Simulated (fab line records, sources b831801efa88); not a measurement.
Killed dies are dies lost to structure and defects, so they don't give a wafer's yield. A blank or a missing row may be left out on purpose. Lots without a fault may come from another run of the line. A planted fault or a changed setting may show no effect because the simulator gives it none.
fab line records | flow sky130
record lots=14 wafers=42 last_day=50
route steps=708 shown LDD_P@265 PAD_OPEN@708
lots that met no fault: from a run of the same line without faults
start_h: hours from the record's first day to the start of the lot's first wafer shown | wait_h: hours since the lot's step before | " the same as in the row above | L1.1+2: a row that stands for several wafers | - no value, or no start given | * or withheld: withheld | < > ~ a bound
route shown NAME@n: a module of which the file shows steps, and the number in the route of the first | usual: mean/standard deviation of fault-free wafers | same: alike in all rows | chamber/n: place in a boat | sites: the reading at each site | _std_site: their standard deviation | _edge_site: outer sites' mean less inner sites' | radius_mm: how far each site lies from the wafer's centre | mask NAME#n: copy n | behind: the tool/chamber that last shaped the wafer | hold: why the lot was held/for how many hours/how that ended | device: the transistor (n, p or np) that didn't switch | end of line: the same wafers' tests at the end of the route | a step without rows: its recipe alone | killed: dies lost to structure and defects at the first sort, not the wafer's yield | map: a wafer's dies, x killed, . not, _ none there
set.NAME: the setting as run; set.NAME@STEP: as run at that earlier step | model.NAME: the simulator's own value behind a step, which no gauge read
steps of the route over a sample of lots; a table a step, a row a wafer
services: from which hour (start_h, from the record's first day; less than 0 if before it) a tool's chamber was out of use, for how many hours, and why
## steps
# step SKY_LDD_P_STRIP_10
# recipe chemistry=O2/N2 power_w=1400 pressure_mtorr=1500 platen_temp_c=withheld o2_flow_sccm=3000 n2_flow_sccm=300 overash_fraction=0.5
# usual chamber_pressure_mTorr=1499.8/1.4 drypump_motor_current_A=5.54/0.27 oes_product_au=0.715/0.0046 strip_time_to_endpoint_s=14.20/0.039
# same overash_fraction=0.5
# columns lot.wafer tool chamber start_h wait_h chamber_pressure_mTorr drypump_motor_current_A oes_product_au rf_hours_counter_h strip_time_to_endpoint_s
L997.2 plasma_asher-02 1 440.00 0.1 1502.5 5.83 0.722 71 14.25
L997.5 " 0 " " 1501.5 5.97 0.713 - 14.24
L997.6 " 1 " " 1500.3 5.86 0.717 - 14.25
L998.1 plasma_asher-03 1 453.13 0.1 1500.7 5.45 0.718 34 14.24
L998.2 " 0 " " 1500.4 5.19 0.722 34 14.29
L998.5 " 1 " " 1501.0 5.44 0.719 - 14.26
L100.1 plasma_asher-02 1 471.08 0.1 1501.2 5.81 0.710 74 14.22
L100.5 " 0 " " 1498.7 5.99 0.712 - 14.19
L100.6 " 1 " " 1501.4 5.85 0.712 - 14.19
L101.1 plasma_asher-03 0 484.36 0.1 1502.5 5.19 0.718 37 14.20
L101.4 " 1 " " 1497.0 5.45 0.712 - 14.18
L101.6 " 1 " " 1497.9 5.44 0.717 - 14.22
L102.1 plasma_asher-02 1 484.66 0.1 1500.5 5.81 0.713 76 14.26
L102.2 " 0 " " 1498.2 5.97 0.714 76 14.21
L102.3 " 0 " " 1500.2 5.95 0.706 - 14.25
L103.3 plasma_asher-04 0 501.66 0.1 1499.6 5.42 0.718 - 14.15
L103.4 " 1 " " 1499.5 5.69 0.713 - 14.16
L103.6 " 1 " " 1500.5 5.64 0.723 - 14.10
L105.1 plasma_asher-03 1 508.20 0.1 1500.0 5.46 0.719 40 14.14
L105.3 " 1 " " 1498.8 5.45 0.711 - 14.18
L105.6 " 0 " " 1498.3 5.23 0.710 - 14.14
L104.1 plasma_asher-04 1 509.01 0.1 1501.2 5.68 0.716 6 14.17
L104.4 " 1 " " 1499.5 5.62 0.705 - 14.24
L104.5 " 0 " " 1503.5 5.43 0.713 - 14.14
L113.2 plasma_asher-02 1 577.45 0.1 1502.4 5.78 0.715 85 14.22
L113.3 " 1 " " 1498.8 5.85 0.721 - 14.22
L113.6 " 0 " " 1499.2 5.97 0.721 - 14.20
L115.1 plasma_asher-02 0 590.83 0.1 1500.8 5.98 0.720 87 14.21
L115.2 " 1 " " 1499.7 5.84 0.715 87 14.15
L115.4 " 0 " " 1502.2 5.98 0.718 - 14.21
L116.1 plasma_asher-04 0 596.98 0.1 1500.3 5.43 0.709 12 14.18
L116.3 " 0 " " 1497.5 5.42 0.715 - 14.11
L116.6 " 0 " " 1499.8 5.42 0.716 - 14.13
L118.1 plasma_asher-03 0 622.73 0.1 1499.4 5.17 0.720 52 14.16
L118.3 " 0 " " 1499.7 5.18 0.714 - 14.15
L118.6 " 1 " " 1501.6 5.44 0.722 - 14.14
L119.3 plasma_asher-04 1 626.90 0.1 1498.4 5.65 0.711 - 14.17
L119.5 " 1 " " 1500.6 5.65 0.720 - 14.16
L119.6 " 0 " " 1501.2 5.42 0.713 - 14.21
L120.1 plasma_asher-03 1 636.01 0.1 1497.1 5.45 0.712 54 14.21
L120.4 " 1 " " 1499.6 5.46 0.713 - 14.20
L120.6 " 0 " " 1500.1 5.19 0.716 - 14.21
# step SKY_PAD_OPEN_PROBE_99
# usual killed_at_M0_to_M3=44/7.9 killed_at_M4_up=3.1/1.9 killed_at_contacts=24/4.6 killed_at_front_end=16/4.9 killed_at_other=0.3/0.6 killed_dies=87/9.7 killed_open=48/7.2 killed_short=39/5.6
# same gross_dies=492 killed_at_back_side=0
# columns lot.wafer tool chamber start_h wait_h hold killed_at_M0_to_M3 killed_at_M4_up killed_at_contacts killed_at_front_end killed_at_other killed_dies killed_open killed_short
L997.2 prober-02 - 1070.44 0.1 - 42 2 23 18 0 85 50 35
L997.5 prober-02 - 1070.59 0.2 - 45 2 29 25 0 101 58 43
L997.6 prober-02 - 1070.64 0.2 - 52 3 32 20 0 107 59 47
L998.1 prober-02 - 1086.62 0.1 - 55 2 25 19 0 101 50 51
L998.2 prober-02 - 1086.67 0.1 - 45 2 22 14 0 83 46 37
L998.5 prober-02 - 1086.82 0.2 - 52 4 26 14 0 96 48 48
L100.1 prober-01 - 1088.07 0.1 - 41 8 21 21 0 91 40 51
L100.5 prober-01 - 1088.27 0.2 - 49 2 21 13 0 85 54 29
L100.6 prober-01 - 1088.32 0.2 - 43 3 15 19 0 80 47 32
L101.1 prober-02 - 1097.03 0.1 - 50 5 32 16 0 103 56 47
L101.4 prober-02 - 1097.18 0.2 - 65 2 18 11 1 97 57 40
L101.6 prober-02 - 1097.28 0.2 - 63 2 20 17 0 102 58 44
L102.1 prober-01 - 1101.38 0.1 - 47 1 39 11 0 98 57 41
L102.2 prober-01 - 1101.43 0.1 - 39 3 19 14 0 75 41 34
L102.3 prober-01 - 1101.48 0.2 - 48 2 31 9 0 90 50 40
L103.3 prober-02 - 1110.48 0.2 - 39 2 25 14 0 80 47 31
L103.4 prober-02 - 1110.53 0.2 - 37 0 20 16 0 73 42 31
L103.6 prober-02 - 1110.63 0.2 - 41 13 30 14 1 99 54 45
L105.1 prober-01 - 1116.63 0.1 - 49 4 26 13 0 92 56 36
L105.3 prober-01 - 1116.73 0.2 - 32 2 19 16 0 69 38 31
L105.6 prober-01 - 1116.88 0.2 - 32 3 27 14 0 76 45 31
L104.1 prober-02 - 1117.44 0.1 - 38 1 20 11 0 70 39 31
L104.4 prober-02 - 1117.59 0.2 - 28 3 26 29 0 86 44 40
L104.5 prober-02 - 1117.64 0.2 - 34 3 24 18 0 79 45 33
L113.2 prober-02 - 1185.84 0.1 await_dispo/2.5h/release 29 0 22 66 1 118 31 32
L113.3 prober-02 - 1185.89 0.2 await_dispo/2.5h/release 44 5 18 73 0 140 46 34
L113.6 prober-02 - 1186.04 0.2 await_dispo/2.5h/release 55 0 30 17 0 102 53 49
L116.1 prober-01 - 1187.87 0.1 - 55 3 19 15 0 92 54 38
L116.3 prober-01 - 1187.97 0.2 - 35 0 23 28 1 87 46 41
L116.6 prober-01 - 1188.12 0.2 - 36 3 24 13 0 76 35 41
L115.1 prober-02 - 1189.23 0.1 await_dispo/2.1h/release 40 3 23 15 1 82 47 33
L115.2 prober-02 - 1189.28 0.1 await_dispo/2.1h/release 32 1 31 74 1 139 44 41
L115.4 prober-02 - 1189.38 0.2 await_dispo/2.1h/release 35 2 24 16 0 77 35 42
L118.1 prober-01 - 1190.73 0.1 - 34 4 16 14 0 68 35 33
L118.3 prober-01 - 1190.83 0.2 - 47 4 22 12 1 86 49 37
L118.6 prober-01 - 1190.98 0.2 - 34 6 24 24 0 88 45 43
L119.3 prober-01 - 1191.50 0.2 - 41 2 26 16 1 86 51 35
L119.5 prober-01 - 1191.60 0.2 - 54 4 18 15 3 94 43 50
L119.6 prober-01 - 1191.65 0.2 - 50 4 18 12 0 84 48 36
L120.1 prober-02 - 1193.83 0.1 - 46 4 28 18 2 98 56 41
L120.4 prober-02 - 1193.98 0.2 - 59 0 20 15 0 94 54 39
L120.6 prober-02 - 1194.08 0.2 - 32 2 22 16 0 72 37 35
# killed by level:class
L997.2 VIA1:geometric_particle:open=13 CONTACT:geometric_particle:open=10 VIA2:geometric_particle:open=6 VIA1:geometric_particle:short=6 VIA3:geometric_particle:open=5 FIELD_ISO:geometric_particle:open=4 LI_CONTACT:geometric_particle:open=4 CONTACT:geometric_particle:short=4
L997.5 VIA1:geometric_particle:open=13 LI_CONTACT:geometric_particle:open=11 FIELD_ISO:geometric_particle:open=8 CONTACT:geometric_particle:open=7 VIA3:geometric_particle:open=7 POLY_GATE:geometric_particle:short=6 METAL1:geometric_particle:short=6 POLY_GATE:geometric_particle:open=5
L997.6 CONTACT:geometric_particle:open=15 VIA1:geometric_particle:open=13 VIA1:geometric_particle:short=9 VIA2:geometric_particle:open=7 LI_CONTACT:geometric_particle:open=6 CONTACT:geometric_particle:short=6 METAL1:geometric_particle:short=6 VIA2:geometric_particle:short=6
L998.1 VIA1:geometric_particle:open=13 CONTACT:geometric_particle:open=9 METAL1:geometric_particle:short=8 FIELD_ISO:geometric_particle:open=7 VIA2:geometric_particle:open=7 VIA3:geometric_particle:open=6 METAL2:geometric_particle:short=6 CONTACT:geometric_particle:short=5
L998.2 VIA1:geometric_particle:open=10 LI_CONTACT:geometric_particle:open=7 VIA2:geometric_particle:open=6 LOCAL_INTERCONNECT:geometric_particle:short=6 CONTACT:geometric_particle:open=6 VIA3:geometric_particle:open=5 METAL2:geometric_particle:short=5 FIELD_ISO:geometric_particle:short=4
L998.5 CONTACT:geometric_particle:open=11 VIA2:geometric_particle:short=10 VIA1:geometric_particle:open=9 METAL1:geometric_particle:short=6 VIA2:geometric_particle:open=6 LI_CONTACT:geometric_particle:open=5 LOCAL_INTERCONNECT:geometric_particle:short=5 VIA1:geometric_particle:short=4
L100.1 VIA1:geometric_particle:open=14 CONTACT:geometric_particle:short=8 METAL4:geometric_particle:short=7 FIELD_ISO:geometric_particle:short=6 METAL2:geometric_particle:short=6 POLY_GATE:geometric_particle:open=6 LOCAL_INTERCONNECT:geometric_particle:short=5 METAL1:geometric_particle:short=4
L100.5 VIA1:geometric_particle:open=11 CONTACT:geometric_particle:open=9 VIA3:geometric_particle:open=9 VIA2:geometric_particle:open=8 VIA2:geometric_particle:short=5 POLY_GATE:geometric_particle:open=4 LI_CONTACT:geometric_particle:open=4 METAL2:geometric_particle:short=4
L100.6 VIA1:geometric_particle:open=11 POLY_GATE:geometric_particle:open=6 VIA2:geometric_particle:open=6 METAL1:geometric_particle:short=6 VIA3:geometric_particle:open=6 FIELD_ISO:geometric_particle:open=4 FIELD_ISO:geometric_particle:short=4 LOCAL_INTERCONNECT:geometric_particle:short=4
L101.1 LI_CONTACT:geometric_particle:open=12 VIA2:geometric_particle:open=9 VIA1:geometric_particle:open=9 CONTACT:geometric_particle:open=9 METAL2:geometric_particle:short=7 METAL1:geometric_particle:short=6 FIELD_ISO:geometric_particle:short=5 FIELD_ISO:geometric_particle:open=5
L101.4 VIA1:geometric_particle:open=24 METAL2:geometric_particle:short=8 VIA2:geometric_particle:open=8 VIA1:geometric_particle:short=7 LI_CONTACT:geometric_particle:open=6 CONTACT:geometric_particle:short=5 VIA3:geometric_particle:open=5 POLY_GATE:geometric_particle:open=4
L101.6 VIA1:geometric_particle:open=20 VIA2:geometric_particle:open=10 VIA1:geometric_particle:short=8 LI_CONTACT:geometric_particle:open=7 VIA3:geometric_particle:open=7 METAL2:geometric_particle:short=6 FIELD_ISO:geometric_particle:short=5 FIELD_ISO:geometric_particle:open=4
L102.1 LI_CONTACT:geometric_particle:open=11 VIA1:geometric_particle:open=11 CONTACT:geometric_particle:short=8 CONTACT:geometric_particle:open=8 VIA3:geometric_particle:open=8 LI_CONTACT:geometric_particle:short=6 METAL2:geometric_particle:short=5 VIA2:geometric_particle:open=5
L102.2 VIA1:geometric_particle:open=10 CONTACT:geometric_particle:open=7 VIA3:geometric_particle:open=7 FIELD_ISO:geometric_particle:short=5 VIA2:geometric_particle:open=5 LOCAL_INTERCONNECT:geometric_particle:short=4 VIA1:geometric_particle:short=4 METAL3:geometric_particle:short=4
L102.3 CONTACT:geometric_particle:open=12 VIA1:geometric_particle:open=10 LI_CONTACT:geometric_particle:open=8 VIA2:geometric_particle:open=7 LI_CONTACT:geometric_particle:short=6 VIA1:geometric_particle:short=6 VIA3:geometric_particle:open=6 METAL3:geometric_particle:short=6
L103.3 VIA1:geometric_particle:open=14 CONTACT:geometric_particle:open=10 FIELD_ISO:geometric_particle:short=6 LI_CONTACT:geometric_particle:open=5 LOCAL_INTERCONNECT:geometric_particle:short=5 CONTACT:geometric_particle:short=5 VIA3:geometric_particle:open=5 VIA1:geometric_particle:short=4
L103.4 VIA1:geometric_particle:open=10 POLY_GATE:geometric_particle:open=6 LI_CONTACT:geometric_particle:open=6 VIA3:geometric_particle:open=6 VIA1:geometric_particle:short=5 FIELD_ISO:geometric_particle:open=4 LOCAL_INTERCONNECT:geometric_particle:short=4 CONTACT:geometric_particle:open=4
L103.6 CONTACT:geometric_particle:open=14 METAL4:geometric_particle:short=10 VIA1:geometric_particle:open=9 CONTACT:geometric_particle:short=7 VIA3:geometric_particle:open=7 LI_CONTACT:geometric_particle:open=6 METAL2:geometric_particle:short=5 VIA3:geometric_particle:short=5
L105.1 VIA1:geometric_particle:open=13 LI_CONTACT:geometric_particle:open=9 CONTACT:geometric_particle:open=6 VIA2:geometric_particle:open=6 POLY_GATE:geometric_particle:open=5 CONTACT:geometric_particle:short=5 VIA2:geometric_particle:short=5 VIA3:geometric_particle:short=5
L105.3 VIA3:geometric_particle:open=9 VIA1:geometric_particle:open=8 CONTACT:geometric_particle:open=7 VIA2:geometric_particle:short=7 POLY_GATE:geometric_particle:short=7 LI_CONTACT:geometric_particle:open=5 POLY_GATE:geometric_particle:open=3 SPACER:geometric_particle:short=3
L105.6 CONTACT:geometric_particle:open=9 VIA3:geometric_particle:open=9 LI_CONTACT:geometric_particle:open=8 VIA1:geometric_particle:open=6 LOCAL_INTERCONNECT:geometric_particle:short=5 FIELD_ISO:geometric_particle:short=4 POLY_GATE:geometric_particle:short=4 VIA2:geometric_particle:open=4
L104.1 VIA3:geometric_particle:open=8 LI_CONTACT:geometric_particle:open=8 CONTACT:geometric_particle:open=7 METAL1:geometric_particle:short=6 POLY_GATE:geometric_particle:short=5 VIA2:geometric_particle:open=5 VIA1:geometric_particle:open=4 METAL3:geometric_particle:short=4
L104.4 FIELD_ISO:geometric_particle:short=10 CONTACT:geometric_particle:open=10 POLY_GATE:geometric_particle:short=6 POLY_GATE:geometric_particle:open=6 VIA3:geometric_particle:open=6 LI_CONTACT:geometric_particle:open=5 METAL2:geometric_particle:short=5 VIA1:geometric_particle:open=5
L104.5 CONTACT:geometric_particle:open=9 VIA2:geometric_particle:open=7 CONTACT:geometric_particle:short=7 VIA3:geometric_particle:open=7 FIELD_ISO:geometric_particle:open=6 VIA1:geometric_particle:open=6 LI_CONTACT:geometric_particle:open=5 FIELD_ISO:geometric_particle:short=4
L113.2 LDD_P:unspecified=54 CONTACT:geometric_particle:open=6 CONTACT:geometric_particle:short=5 VIA2:geometric_particle:open=5 METAL3:geometric_particle:short=4 LI_CONTACT:geometric_particle:open=4 VIA1:geometric_particle:open=4 VIA3:geometric_particle:open=4
L113.3 LDD_P:unspecified=60 VIA2:geometric_particle:open=11 VIA1:geometric_particle:open=10 CONTACT:geometric_particle:open=8 VIA1:geometric_particle:short=6 METAL2:geometric_particle:short=5 POLY_GATE:geometric_particle:short=5 POLY_GATE:geometric_particle:open=4
L113.6 VIA1:geometric_particle:open=13 CONTACT:geometric_particle:open=11 METAL1:geometric_particle:short=9 CONTACT:geometric_particle:short=7 VIA3:geometric_particle:open=7 METAL2:geometric_particle:short=7 LOCAL_INTERCONNECT:geometric_particle:short=6 FIELD_ISO:geometric_particle:open=5
L116.1 VIA2:geometric_particle:open=13 VIA1:geometric_particle:open=7 VIA3:geometric_particle:open=7 LI_CONTACT:geometric_particle:open=6 METAL2:geometric_particle:short=5 FIELD_ISO:geometric_particle:open=5 CONTACT:geometric_particle:open=5 METAL2:geometric_particle:open=5
L116.3 POLY_GATE:geometric_particle:short=10 VIA1:geometric_particle:open=9 LI_CONTACT:geometric_particle:open=7 CONTACT:geometric_particle:open=7 FIELD_ISO:geometric_particle:short=5 POLY_GATE:geometric_particle:open=5 VIA1:geometric_particle:short=5 VIA2:geometric_particle:open=4
L116.6 CONTACT:geometric_particle:open=8 LOCAL_INTERCONNECT:geometric_particle:short=7 VIA1:geometric_particle:open=6 VIA2:geometric_particle:open=5 METAL2:geometric_particle:short=5 FIELD_ISO:geometric_particle:short=4 POLY_GATE:geometric_particle:short=4 LI_CONTACT:geometric_particle:open=4
L115.1 METAL1:geometric_particle:short=10 CONTACT:geometric_particle:open=9 VIA1:geometric_particle:open=8 FIELD_ISO:geometric_particle:open=7 LI_CONTACT:geometric_particle:open=7 VIA3:geometric_particle:open=6 METAL2:geometric_particle:short=4 POLY_GATE:geometric_particle:open=3
L115.2 LDD_P:unspecified=53 CONTACT:geometric_particle:open=12 FIELD_ISO:geometric_particle:short=8 LI_CONTACT:geometric_particle:open=7 METAL2:geometric_particle:short=7 VIA1:geometric_particle:short=5 FIELD_ISO:geometric_particle:open=4 LOCAL_INTERCONNECT:geometric_particle:short=4
L115.4 CONTACT:geometric_particle:open=10 CONTACT:geometric_particle:short=7 VIA1:geometric_particle:short=7 VIA1:geometric_particle:open=6 METAL2:geometric_particle:short=5 POLY_GATE:geometric_particle:short=4 METAL3:geometric_particle:short=4 VIA3:geometric_particle:short=4
L118.1 VIA2:geometric_particle:open=10 VIA1:geometric_particle:open=7 CONTACT:geometric_particle:open=5 FIELD_ISO:geometric_particle:short=4 POLY_GATE:geometric_particle:short=4 METAL2:geometric_particle:short=4 LI_CONTACT:geometric_particle:open=4 LOCAL_INTERCONNECT:geometric_particle:short=4
L118.3 CONTACT:geometric_particle:open=14 VIA1:geometric_particle:open=8 VIA1:geometric_particle:short=7 METAL3:geometric_particle:short=7 METAL1:geometric_particle:short=6 VIA2:geometric_particle:open=6 FIELD_ISO:geometric_particle:open=5 LI_CONTACT:geometric_particle:open=4
L118.6 CONTACT:geometric_particle:open=11 VIA1:geometric_particle:open=7 POLY_GATE:geometric_particle:short=7 FIELD_ISO:geometric_particle:open=6 POLY_GATE:geometric_particle:open=6 METAL4:geometric_particle:short=6 METAL1:geometric_particle:short=5 VIA2:geometric_particle:open=5
L119.3 METAL2:geometric_particle:open=9 LI_CONTACT:geometric_particle:open=8 CONTACT:geometric_particle:short=8 CONTACT:geometric_particle:open=7 VIA1:geometric_particle:open=7 VIA3:geometric_particle:open=5 VIA1:geometric_particle:short=5 FIELD_ISO:geometric_particle:open=4
L119.5 METAL1:geometric_particle:short=9 VIA3:geometric_particle:open=8 METAL2:geometric_particle:short=7 VIA2:geometric_particle:open=7 CONTACT:geometric_particle:open=6 VIA1:geometric_particle:open=6 FIELD_ISO:geometric_particle:short=5 VIA1:geometric_particle:short=5
L119.6 VIA1:geometric_particle:open=10 METAL1:geometric_particle:short=9 VIA3:geometric_particle:open=8 LI_CONTACT:geometric_particle:open=6 METAL2:geometric_particle:short=5 POLY_GATE:geometric_particle:open=4 CONTACT:geometric_particle:short=4 CONTACT:geometric_particle:open=4
L120.1 VIA1:geometric_particle:open=14 CONTACT:geometric_particle:open=12 METAL2:geometric_particle:short=9 LI_CONTACT:geometric_particle:open=7 LOCAL_INTERCONNECT:geometric_particle:short=6 METAL1:geometric_particle:short=5 VIA2:geometric_particle:open=5 VIA3:geometric_particle:open=5
L120.4 VIA1:geometric_particle:open=22 VIA1:geometric_particle:short=9 VIA3:geometric_particle:open=7 CONTACT:geometric_particle:short=6 VIA2:geometric_particle:open=5 METAL2:geometric_particle:short=5 POLY_GATE:geometric_particle:short=4 LI_CONTACT:geometric_particle:open=4
L120.6 VIA1:geometric_particle:open=8 VIA3:geometric_particle:open=6 LOCAL_INTERCONNECT:geometric_particle:short=5 CONTACT:geometric_particle:short=5 METAL1:geometric_particle:short=5 LI_CONTACT:geometric_particle:open=4 CONTACT:geometric_particle:open=4 FIELD_ISO:geometric_particle:open=3
## services
# columns tool chamber start_h hours kind
plasma_asher-04 - 421.25 9.0 pm
plasma_asher-04 0 421.25 9.0 vent_cycle
plasma_asher-04 1 421.25 9.0 vent_cycle
plasma_asher-04 - 430.25 10.0 pm
plasma_asher-04 0 430.25 - clean
plasma_asher-04 1 430.25 - clean
plasma_asher-04 - 437.79 3.2 repair
plasma_asher-04 - 502.54 2.8 repair
plasma_asher-02 - 517.72 2.8 pm
plasma_asher-04 - 559.68 28.0 repair
## key
first_sign step=SKY_PAD_OPEN_PROBE_99 reading=killed_at_front_end direction=up sigmas=11 usual=16 struck=71
effect step=SKY_PAD_OPEN_PROBE_99 reading=killed_dies direction=up sigmas=4.7 usual=87 struck=132
met_at SKY_LDD_P_STRIP_10
struck_lots L113,L115
struck_wafers L113.2,L113.3,L115.2
tester_left_out L113,L115
onset_between 484.66 577.45
fault kind=chamber_particle_source tool=plasma_asher-02 chamber=1 onset_h=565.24 steps=SKY_LDD_P_STRIP_10 rate_per_visit_cm2=1.067 end_h=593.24
# tester_left_out: of these lots the tester's yield and bins aren't shown, on N5 and GAA mostly nor the transistor test; their killed dies are dies lost to structure and defects alone, not to doping, threshold or leakage, so they don't give the yield
